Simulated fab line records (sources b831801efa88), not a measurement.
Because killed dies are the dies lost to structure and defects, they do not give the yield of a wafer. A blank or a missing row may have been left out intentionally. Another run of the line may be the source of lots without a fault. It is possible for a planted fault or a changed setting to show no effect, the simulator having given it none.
Which tool did it? || flow gf180mcu || Sampling: 14 lots, 42 wafers, 5 of 602 route steps

WHAT THE GAUGES READ, wafer by wafer
GF_HV_LDD_TW_MEAS_23.
{"lot": "L451", "measured": "day 11 08:31", "on": "film-metro-04", "HV_LDD_2_TW": "1053 1056 1056"}
{"lot": "L452", "measured": "day 11 17:13", "on": "film-metro-01", "HV_LDD_2_TW": "1058 1059 1053"}
{"lot": "L454", "measured": "day 12 04:46", "on": "film-metro-03", "HV_LDD_2_TW": "1067 1064 1066"}
{"lot": "L455", "measured": "day 12 19:52", "on": "film-metro-01", "HV_LDD_2_TW": "1049 1054 1052"}
{"lot": "L457", "measured": "day 13 09:16", "on": "film-metro-03", "HV_LDD_2_TW": "1060 1063 1059"}
{"lot": "L458", "measured": "day 13 11:50", "on": "film-metro-04", "HV_LDD_2_TW": "1045 1051 1050"}
{"lot": "L459", "measured": "day 14 00:48", "on": "film-metro-04", "HV_LDD_2_TW": "1060 1058 1055"}
{"lot": "L463", "measured": "day 15 03:01", "on": "film-metro-01", "HV_LDD_2_TW": "1046 1052 1052"}
{"lot": "L464", "measured": "day 15 15:47", "on": "film-metro-03", "HV_LDD_2_TW": "1070 1070 1067"}
{"lot": "L465", "measured": "day 15 23:19", "on": "film-metro-04", "HV_LDD_2_TW": "1048 1047 1049"}
{"lot": "L466", "measured": "day 16 04:48", "on": "film-metro-03", "HV_LDD_2_TW": "1063 1071 1065"}
{"lot": "L467", "measured": "day 16 11:20", "on": "film-metro-03", "HV_LDD_2_TW": "1075 1070 1068"}
{"lot": "L469", "measured": "day 17 08:10", "on": "film-metro-03", "HV_LDD_2_TW": "1068 1065 1066"}
{"lot": "L472", "measured": "day 18 03:01", "on": "film-metro-01", "HV_LDD_2_TW": "1049 1047 1048"}

GF_HV_LDD_TW_MEAS_50.
{"lot": "L451", "measured": "day 13 00:14", "on": "film-metro-01", "HV_LDD_4_TW": "568 569 568"}
{"lot": "L452", "measured": "day 13 09:35", "on": "film-metro-03", "HV_LDD_4_TW": "575 576 571"}
{"lot": "L454", "measured": "day 13 22:29", "on": "film-metro-01", "HV_LDD_4_TW": "568 564 564"}
{"lot": "L455", "measured": "day 14 14:07", "on": "film-metro-03", "HV_LDD_4_TW": "575 579 577"}
{"lot": "L457", "measured": "day 15 03:19", "on": "film-metro-01", "HV_LDD_4_TW": "567 567 567"}
{"lot": "L458", "measured": "day 15 07:19", "on": "film-metro-01", "HV_LDD_4_TW": "566 570 566"}
{"lot": "L459", "measured": "day 15 21:02", "on": "film-metro-01", "HV_LDD_4_TW": "573 568 569"}
{"lot": "L463", "measured": "day 17 00:50", "on": "film-metro-04", "HV_LDD_4_TW": "573 573 574"}
{"lot": "L464", "measured": "day 17 14:08", "on": "film-metro-04", "HV_LDD_4_TW": "573 575 573"}
{"lot": "L465", "measured": "day 17 22:49", "on": "film-metro-01", "HV_LDD_4_TW": "568 565 567"}
{"lot": "L466", "measured": "day 18 03:40", "on": "film-metro-04", "HV_LDD_4_TW": "569 573 573"}
{"lot": "L467", "measured": "day 18 11:33", "on": "film-metro-04", "HV_LDD_4_TW": "569 569 569"}
{"lot": "L469", "measured": "day 19 08:43", "on": "film-metro-03", "HV_LDD_4_TW": "575 576 573"}
{"lot": "L472", "measured": "day 20 04:01", "on": "film-metro-03", "HV_LDD_4_TW": "576 572 575"}

GF_HV_LDD_RS_MEAS_53: a four-point-probe measurement.
{"lot": "L451", "measured": "day 13 00:26", "on": "film-metro-03", "HV_LDD_RS (ohm/sq)": "423.3 425.6 423.7"}
{"lot": "L452", "measured": "day 13 09:48", "on": "film-metro-04", "HV_LDD_RS (ohm/sq)": "423.1 423.5 423.2"}
{"lot": "L454", "measured": "day 13 22:40", "on": "film-metro-04", "HV_LDD_RS (ohm/sq)": "423.7 421.5 424.7"}
{"lot": "L455", "measured": "day 14 14:18", "on": "film-metro-01", "HV_LDD_RS (ohm/sq)": "424.1 424.1 424.4"}
{"lot": "L457", "measured": "day 15 03:31", "on": "film-metro-03", "HV_LDD_RS (ohm/sq)": "423.4 422.8 422.9"}
{"lot": "L458", "measured": "day 15 07:29", "on": "film-metro-04", "HV_LDD_RS (ohm/sq)": "422.6 422.2 422.9"}
{"lot": "L459", "measured": "day 15 21:13", "on": "film-metro-01", "HV_LDD_RS (ohm/sq)": "423.9 422.8 423.3"}
{"lot": "L463", "measured": "day 17 01:01", "on": "film-metro-01", "HV_LDD_RS (ohm/sq)": "423.7 422.6 423.2"}
{"lot": "L464", "measured": "day 17 14:19", "on": "film-metro-03", "HV_LDD_RS (ohm/sq)": "422.6 421.4 422.7"}
{"lot": "L465", "measured": "day 17 23:01", "on": "film-metro-04", "HV_LDD_RS (ohm/sq)": "- - -"}
{"lot": "L466", "measured": "day 18 03:53", "on": "film-metro-04", "HV_LDD_RS (ohm/sq)": "- - -"}
{"lot": "L467", "measured": "day 18 11:44", "on": "film-metro-03", "HV_LDD_RS (ohm/sq)": "422.3 423.8 422.7"}
{"lot": "L469", "measured": "day 19 08:53", "on": "film-metro-03", "HV_LDD_RS (ohm/sq)": "422.8 422.8 423.2"}
{"lot": "L472", "measured": "day 20 04:12", "on": "film-metro-01", "HV_LDD_RS (ohm/sq)": "424.9 425.4 424.4"}

TOOL THAT RAN EACH LOT (tool first, then ch and the chambers of the sampled wafers, then the start)
{"lot": "L451", "GF_HV_LDD_STRIP_37": "plasma-asher-01 ch 0,1, day 12 03:57", "GF_HV_LDD_RTA_52": "rtp-anneal-02 ch 0, day 13 00:21"}
{"lot": "L452", "GF_HV_LDD_STRIP_37": "plasma-asher-04 ch 0,1, day 12 12:58", "GF_HV_LDD_RTA_52": "rtp-anneal-01 ch 0, day 13 09:43"}
{"lot": "L454", "GF_HV_LDD_STRIP_37": "plasma-asher-04 ch 0,1, day 13 01:12", "GF_HV_LDD_RTA_52": "rtp-anneal-02 ch 0, day 13 22:35"}
{"lot": "L455", "GF_HV_LDD_STRIP_37": "plasma-asher-04 ch 0,1, day 13 17:10", "GF_HV_LDD_RTA_52": "rtp-anneal-01 ch 0, day 14 14:14"}
{"lot": "L457", "GF_HV_LDD_STRIP_37": "plasma-asher-01 ch 0,1, day 14 06:07", "GF_HV_LDD_RTA_52": "rtp-anneal-01 ch 0, day 15 03:26"}
{"lot": "L458", "GF_HV_LDD_STRIP_37": "plasma-asher-01 ch 0,1, day 14 09:27", "GF_HV_LDD_RTA_52": "rtp-anneal-01 ch 0, day 15 07:25"}
{"lot": "L459", "GF_HV_LDD_STRIP_37": "plasma-asher-01 ch 0, day 14 22:33", "GF_HV_LDD_RTA_52": "rtp-anneal-01 ch 0, day 15 21:08"}
{"lot": "L463", "GF_HV_LDD_STRIP_37": "plasma-asher-04 ch 0,1, day 16 01:39", "GF_HV_LDD_RTA_52": "rtp-anneal-01 ch 0, day 17 00:57"}
{"lot": "L464", "GF_HV_LDD_STRIP_37": "plasma-asher-04 ch 0,1, day 16 14:58", "GF_HV_LDD_RTA_52": "rtp-anneal-02 ch 0, day 17 14:14"}
{"lot": "L465", "GF_HV_LDD_STRIP_37": "plasma-asher-04 ch 0,1, day 16 22:43", "GF_HV_LDD_RTA_52": "rtp-anneal-02, day 17 22:55"}
{"lot": "L466", "GF_HV_LDD_STRIP_37": "plasma-asher-04 ch 0,1, day 17 04:18", "GF_HV_LDD_RTA_52": "rtp-anneal-01, day 18 03:47"}
{"lot": "L467", "GF_HV_LDD_STRIP_37": "plasma-asher-04 ch 0, day 17 11:42", "GF_HV_LDD_RTA_52": "rtp-anneal-02 ch 0, day 18 11:40"}
{"lot": "L469", "GF_HV_LDD_STRIP_37": "plasma-asher-03 ch 0,1, day 18 08:17", "GF_HV_LDD_RTA_52": "rtp-anneal-02 ch 0, day 19 08:49"}
{"lot": "L472", "GF_HV_LDD_STRIP_37": "plasma-asher-04 ch 0,1, day 19 03:35", "GF_HV_LDD_RTA_52": "rtp-anneal-01 ch 0, day 20 04:08"}
- GF_HV_LDD_STRIP_37: strips in O2/N2.
- GF_HV_LDD_RTA_52: time 10 s.

AS READ BY THE TOOLS THEMSELVES (means over the sampled wafers that have a number; for cases with no such wafer, the mark the record gives instead)
GF_HV_LDD_STRIP_37.
{"lot": "L451", "tool": "plasma-asher-01", "drypump-motor-current-A (A)": 5.7, "heater-power-w (W)": 309, "oes-product-au (a.u.)": 0.712, "platen-temp-c (C)": 249.81, "strip-time-to-endpoint-s (s)": 12.63}
{"lot": "L452", "tool": "plasma-asher-04", "drypump-motor-current-A (A)": 5.4, "heater-power-w (W)": 351, "oes-product-au (a.u.)": 0.716, "platen-temp-c (C)": 249.86, "strip-time-to-endpoint-s (s)": 12.58}
{"lot": "L454", "tool": "plasma-asher-04", "drypump-motor-current-A (A)": 6.0, "heater-power-w (W)": 339, "oes-product-au (a.u.)": 0.717, "platen-temp-c (C)": 250.11, "strip-time-to-endpoint-s (s)": 12.66}
{"lot": "L455", "tool": "plasma-asher-04", "drypump-motor-current-A (A)": 6.1, "heater-power-w (W)": 339, "oes-product-au (a.u.)": 0.716, "platen-temp-c (C)": 249.89, "strip-time-to-endpoint-s (s)": 12.59}
{"lot": "L457", "tool": "plasma-asher-01", "drypump-motor-current-A (A)": 5.7, "heater-power-w (W)": 312, "oes-product-au (a.u.)": 0.715, "platen-temp-c (C)": 249.91, "strip-time-to-endpoint-s (s)": 12.63}
{"lot": "L458", "tool": "plasma-asher-01", "drypump-motor-current-A (A)": 5.7, "heater-power-w (W)": 302, "oes-product-au (a.u.)": 0.714, "platen-temp-c (C)": 249.85, "strip-time-to-endpoint-s (s)": 12.62}
{"lot": "L459", "tool": "plasma-asher-01", "drypump-motor-current-A (A)": 5.6, "heater-power-w (W)": 295, "oes-product-au (a.u.)": 0.715, "platen-temp-c (C)": 250.02, "strip-time-to-endpoint-s (s)": 12.57}
{"lot": "L463", "tool": "plasma-asher-04", "drypump-motor-current-A (A)": 5.4, "heater-power-w (W)": 345, "oes-product-au (a.u.)": 0.713, "platen-temp-c (C)": 249.87, "strip-time-to-endpoint-s (s)": 12.60}
{"lot": "L464", "tool": "plasma-asher-04", "drypump-motor-current-A (A)": 6.0, "heater-power-w (W)": 339, "oes-product-au (a.u.)": 0.715, "platen-temp-c (C)": 249.98, "strip-time-to-endpoint-s (s)": 12.63}
{"lot": "L465", "tool": "plasma-asher-04", "drypump-motor-current-A (A)": 5.4, "heater-power-w (W)": 347, "oes-product-au (a.u.)": 0.718, "platen-temp-c (C)": 249.96, "strip-time-to-endpoint-s (s)": 12.62}
{"lot": "L466", "tool": "plasma-asher-04", "drypump-motor-current-A (A)": 5.4, "heater-power-w (W)": 353, "oes-product-au (a.u.)": 0.716, "platen-temp-c (C)": 249.88, "strip-time-to-endpoint-s (s)": 12.59}
{"lot": "L467", "tool": "plasma-asher-04", "drypump-motor-current-A (A)": 6.7, "heater-power-w (W)": 327, "oes-product-au (a.u.)": 0.712, "platen-temp-c (C)": 249.92, "strip-time-to-endpoint-s (s)": 12.65}
{"lot": "L469", "tool": "plasma-asher-03", "drypump-motor-current-A (A)": 6.4, "heater-power-w (W)": 346, "oes-product-au (a.u.)": 0.712, "platen-temp-c (C)": 250.20, "strip-time-to-endpoint-s (s)": 12.60}
{"lot": "L472", "tool": "plasma-asher-04", "drypump-motor-current-A (A)": 5.4, "heater-power-w (W)": 352, "oes-product-au (a.u.)": 0.714, "platen-temp-c (C)": 250.04, "strip-time-to-endpoint-s (s)": 12.65}

GF_HV_LDD_RTA_52.
{"lot": "L451", "tool": "rtp-anneal-02", "anneal-temp-c-max": 1008.0, "chamber-o2-ppm": 1.975, "lamp-power-pct (%)": 40, "wafer_temp_C_max": 1006.1}
{"lot": "L452", "tool": "rtp-anneal-01", "anneal-temp-c-max": 1004.0, "chamber-o2-ppm": 1.981, "lamp-power-pct (%)": 31, "wafer_temp_C_max": 1004.3}
{"lot": "L454", "tool": "rtp-anneal-02", "anneal-temp-c-max": 1008.4, "chamber-o2-ppm": 1.990, "lamp-power-pct (%)": 40, "wafer_temp_C_max": 1006.0}
{"lot": "L455", "tool": "rtp-anneal-01", "anneal-temp-c-max": 1003.5, "chamber-o2-ppm": 1.994, "lamp-power-pct (%)": 31, "wafer_temp_C_max": 1003.8}
{"lot": "L457", "tool": "rtp-anneal-01", "anneal-temp-c-max": 1004.4, "chamber-o2-ppm": 2.015, "lamp-power-pct (%)": 31, "wafer_temp_C_max": 1003.8}
{"lot": "L458", "tool": "rtp-anneal-01", "anneal-temp-c-max": 1004.4, "chamber-o2-ppm": 1.987, "lamp-power-pct (%)": 31, "wafer_temp_C_max": 1003.6}
{"lot": "L459", "tool": "rtp-anneal-01", "anneal-temp-c-max": 1004.1, "chamber-o2-ppm": 1.987, "lamp-power-pct (%)": 31, "wafer_temp_C_max": 1004.0}
{"lot": "L463", "tool": "rtp-anneal-01", "anneal-temp-c-max": 1003.9, "chamber-o2-ppm": 1.983, "lamp-power-pct (%)": 31, "wafer_temp_C_max": 1004.5}
{"lot": "L464", "tool": "rtp-anneal-02", "anneal-temp-c-max": 1008.1, "chamber-o2-ppm": 2.012, "lamp-power-pct (%)": 40, "wafer_temp_C_max": 1007.2}
{"lot": "L465", "tool": "rtp-anneal-02", "anneal-temp-c-max": "-", "chamber-o2-ppm": "-", "lamp-power-pct (%)": "-", "wafer_temp_C_max": "-"}
{"lot": "L466", "tool": "rtp-anneal-01", "anneal-temp-c-max": "-", "chamber-o2-ppm": "-", "lamp-power-pct (%)": "-", "wafer_temp_C_max": "-"}
{"lot": "L467", "tool": "rtp-anneal-02", "anneal-temp-c-max": 1007.4, "chamber-o2-ppm": 2.019, "lamp-power-pct (%)": 40, "wafer_temp_C_max": 1006.0}
{"lot": "L469", "tool": "rtp-anneal-02", "anneal-temp-c-max": 1008.3, "chamber-o2-ppm": 1.997, "lamp-power-pct (%)": 40, "wafer_temp_C_max": 1006.8}
{"lot": "L472", "tool": "rtp-anneal-01", "anneal-temp-c-max": 1004.4, "chamber-o2-ppm": 2.012, "lamp-power-pct (%)": 31, "wafer_temp_C_max": 1004.0}

THE ANSWER, worked out from the rows above alone
Rule: the lots themselves supply what counts as usual. Put in order of their means at a reading, lots are off if they are a third of the lots or fewer, leave a main group of 4 or more, and stand apart from it by a gap of 3 or more times the standard deviation of the main group's means; of several such gaps the widest counts. Not used: any main group whose means are identical at the precision the tables above print for the reading. Also off: a lot with no number at a reading for which 4 or more lots have one. Any other lot the step has rows for is counted as sound. The gauges are gone through in route order, then the tools' own readings, and for those a lot's mean is taken as printed above. At the first step where some lot is off, the reading lying furthest off is the one used; lots without a number count as furthest.
Off: L465, L466, seen at GF_HV_LDD_RS_MEAS_53 (HV_LDD_RS). Without a number there: L465, L466. Mean 423.3 ohm/sq and standard deviation 0.72 in the main group.
If a tool, at a process step before that reading, ran all the lots that are off and no sound lot after the first of them, it fits. The gauges at GF_HV_LDD_RS_MEAS_53 aren't tried: what is off there is off at GF_HV_LDD_RTA_52 too, on other tools, and a gauge's error can't cause that. None of those tried fits.

WHAT THE SIMULATOR HAD INSERTED
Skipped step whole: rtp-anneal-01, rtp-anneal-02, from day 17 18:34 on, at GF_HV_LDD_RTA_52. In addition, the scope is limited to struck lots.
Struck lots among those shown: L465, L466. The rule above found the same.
